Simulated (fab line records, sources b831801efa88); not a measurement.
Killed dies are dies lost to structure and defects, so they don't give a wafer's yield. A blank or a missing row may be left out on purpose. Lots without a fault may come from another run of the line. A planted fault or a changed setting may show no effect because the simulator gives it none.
A struck lot beside a sound one | flow sky130 | 18 steps out of a route of 708
Sound: wafers L494.2, L494.5, L494.6. Struck: wafers L502.1, L502.2, L502.5. The cause comes at the end.
At each step with rows: each side's tool, then ch and its chambers, then its first start. Under that, the readings that differ: sound wafers | struck wafers | difference of the means | sigmas: that difference in standard deviations of wafers without a fault.
alike: readings whose means differ by less than 2 such deviations, and words and numbers that are the same on both sides. not compared: withheld readings, readings that some wafer has no value for, bounds like >300 that may hide the same value, and numbers for which the record gives no deviation and whose values overlap.
The two part at a step that has a row with sigmas, a row that says differs or no value, or rows on one side only. Numbers that don't overlap but have no deviation are shown without sigmas and don't part them. A reading that every wafer of one side lacks parts them only if that side has two wafers or more.

first, 4 steps without rows for these wafers: SKY_VT_ADJUST_LVTN_SOFTBAKE_14 (time 60 s); SKY_VT_ADJUST_LVTN_EXPOSE_15 (exposes mask HVN STD DERIVED, target cd 600 nm); SKY_VT_ADJUST_LVTN_PEB_16; SKY_VT_ADJUST_LVTN_DEVELOP_17 (develop time 60 s).
SKY_VT_ADJUST_LVTN_OVL_MEAS_18:
  sound on overlay-01, day 9 08:47; struck on overlay-01, day 11 15:41
  alike: VT_ADJUST_LVTN_01_OVL
then, 1 step without rows for these wafers: SKY_VT_ADJUST_LVTN_IMPLANT_19.
SKY_VT_ADJUST_LVTN_STRIP_20: strips in O2/N2.
  sound on plasma_asher-01 ch 0,1, day 9 08:58; struck on plasma_asher-03 ch 0,1, day 11 15:52
  alike: drypump_motor_current_A, oes_product_au, strip_time_to_endpoint_s
  not compared: rf_hours_counter_h
SKY_VT_ADJUST_LVTN_TW_MEAS_21:
  sound on film_metro-01, day 9 09:05; struck on film_metro-01, day 11 15:58
  alike: VT_ADJUST_LVTN_2_TW
then, 4 steps without rows for these wafers: SKY_VT_ADJUST_NCORE_DEHYDRATE_00 (time 60 s); SKY_VT_ADJUST_NCORE_HMDS_01 (prime time 60 s); SKY_VT_ADJUST_NCORE_COAT_02 (resist thk 1121 nm); SKY_VT_ADJUST_NCORE_SOFTBAKE_03 (time 60 s).
SKY_VT_ADJUST_NCORE_EXPOSE_04: exposes mask LVTN COMPLEMENT THIN, target cd 380 nm.
  sound on iline_stepper-02 ch 0, day 9 20:28; struck on iline_stepper-02 ch 0, day 12 03:44
  reading                                 | sound             | struck               | difference | sigmas
  model.VT_ADJUST_NCORE.overlay_x_nm (nm) | 1.512 1.512 1.512 | -117.6 -117.6 -117.6 | -119.1     |
  alike: mask
then, 2 steps without rows for these wafers: SKY_VT_ADJUST_NCORE_PEB_05; SKY_VT_ADJUST_NCORE_DEVELOP_06 (develop time 60 s).
SKY_VT_ADJUST_NCORE_CD_MEAS_07: target cd 380 nm.
  sound on cd_sem-01, day 10 07:30; struck on cd_sem-01, day 12 16:20
  alike: cd_nm
SKY_VT_ADJUST_NCORE_OVL_MEAS_08:
  sound on overlay-02, day 10 07:37; struck on overlay-02, day 12 16:39
  reading                  | sound       | struck               | difference | sigmas
  VT_ADJUST_NCORE_OVL (nm) | 1.9 0.8 1.4 | -118.5 -117.0 -116.0 | -118.5     | -85
  not compared: hold
SKY_PAD_OPEN_PROBE_99:
  the record has rows for the sound wafers here (prober-01, day 47 05:48) and none for the struck ones

WHERE THEY PART
First at SKY_VT_ADJUST_NCORE_OVL_MEAS_08; last, within this record, at SKY_PAD_OPEN_PROBE_99.

WHY: what the simulator had put in
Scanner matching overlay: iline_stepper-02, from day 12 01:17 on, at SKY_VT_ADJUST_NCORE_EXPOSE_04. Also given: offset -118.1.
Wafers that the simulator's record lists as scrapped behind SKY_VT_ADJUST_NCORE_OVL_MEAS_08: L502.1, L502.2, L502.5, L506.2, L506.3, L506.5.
